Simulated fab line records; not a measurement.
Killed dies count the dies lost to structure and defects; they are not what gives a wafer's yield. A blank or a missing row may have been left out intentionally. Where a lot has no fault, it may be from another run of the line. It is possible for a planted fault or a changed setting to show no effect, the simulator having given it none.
Chamber matching + flow sky130 + 4 sister chambers for SKY_SPACER_ETCHBACK_02 on rie diel-04
The step etches Si3N4 in CH3F/O2, stops on SiO2, time 46.7 s, target depth 45 nm. 18 wafers are shown with their chamber, then 9 later ones without.

## WAFERS, EACH WITH ITS CHAMBER
| wafer  | chamber | drypump motor current A (A) | oes product au (a.u.) | throttle valve pct (%) |
|--------|---------|-----------------------------|-----------------------|------------------------|
| L652.1 | 3       | 4.9                         | 0.867                 | 10.557                 |
| L652.2 | 0       | 6.2                         | 0.857                 | 10.563                 |
| L652.4 | 0       | 6.2                         | 0.874                 | 10.559                 |
| L653.2 | 2       | 5.5                         | 0.866                 | 10.559                 |
| L653.4 | 0       | 6.2                         | 0.866                 | 10.570                 |
| L653.5 | 0       | 6.2                         | 0.866                 | 10.568                 |
| L660.2 | 1       | 6.3                         | 0.851                 | 10.574                 |
| L660.4 | 2       | 5.6                         | 0.845                 | 10.569                 |
| L660.5 | 1       | 6.3                         | 0.857                 | 10.552                 |
| L661.1 | 0       | 6.2                         | 0.867                 | 10.569                 |
| L661.5 | 2       | 5.6                         | 0.851                 | 10.558                 |
| L661.6 | 3       | 4.9                         | 0.870                 | 10.577                 |
| L664.2 | 1       | 6.3                         | 0.838                 | 10.562                 |
| L664.3 | 3       | 4.9                         | 0.845                 | 10.568                 |
| L664.4 | 2       | 5.5                         | 0.834                 | 10.551                 |
| L670.1 | 1       | 6.3                         | 0.845                 | 10.547                 |
| L670.3 | 3       | 4.9                         | 0.854                 | 10.564                 |
| L670.5 | 2       | 5.5                         | 0.857                 | 10.560                 |

SIGNATURES (averages over the wafers above)
| reading                 | chamber 0 | chamber 1 | chamber 2 | chamber 3 | scatter within a chamber |
|-------------------------|-----------|-----------|-----------|-----------|--------------------------|
| drypump motor current A | 6.200     | 6.300     | 5.540     | 4.900     | 0.0293                   |
| oes product au          | 0.86600   | 0.84775   | 0.85060   | 0.85900   | 0.00977                  |
| throttle valve pct      | 10.56580  | 10.55875  | 10.55940  | 10.56650  | 0.00796                  |
Rule: for a wafer and a chamber, the distance is found by dividing, reading by reading, the gap between the wafer's reading and the chamber's mean by the reading's scatter, squaring, summing and taking the root. The wafer belongs to the nearest chamber; if the next one is less than 2 further off, it can't be placed. The scatter: take each reading less its chamber's mean, square it, sum over the shown wafers, divide by the number of wafers less the number of chambers, and take the root.

## WAFERS MISSING THEIR CHAMBER
| wafer  | drypump motor current A (A) | oes product au (a.u.) | throttle valve pct (%) |
|--------|-----------------------------|-----------------------|------------------------|
| L671.1 | 6.3                         | 0.853                 | 10.551                 |
| L671.5 | 5.6                         | 0.851                 | 10.557                 |
| L671.6 | 6.3                         | 0.861                 | 10.561                 |
| L674.1 | 6.2                         | 0.855                 | 10.567                 |
| L674.2 | 5.5                         | 0.854                 | 10.557                 |
| L674.6 | 5.5                         | 0.853                 | 10.561                 |
| L675.3 | 5.5                         | 0.853                 | 10.546                 |
| L675.5 | 4.9                         | 0.857                 | 10.560                 |
| L675.6 | 5.5                         | 0.848                 | 10.555                 |

## WHICH CHAMBER EACH WENT THROUGH
| wafer  | from the rows above | in truth |
|--------|---------------------|----------|
| L671.1 | 1                   | 1        |
| L671.5 | 2                   | 2        |
| L671.6 | 1                   | 1        |
| L674.1 | 0                   | 0        |
| L674.2 | 2                   | 2        |
| L674.6 | 2                   | 2        |
| L675.3 | 2                   | 2        |
| L675.5 | 3                   | 3        |
| L675.6 | 2                   | 2        |
Correctly placed: 9 of 9. Left unplaced by these rows: 0. 0 placed wrongly.
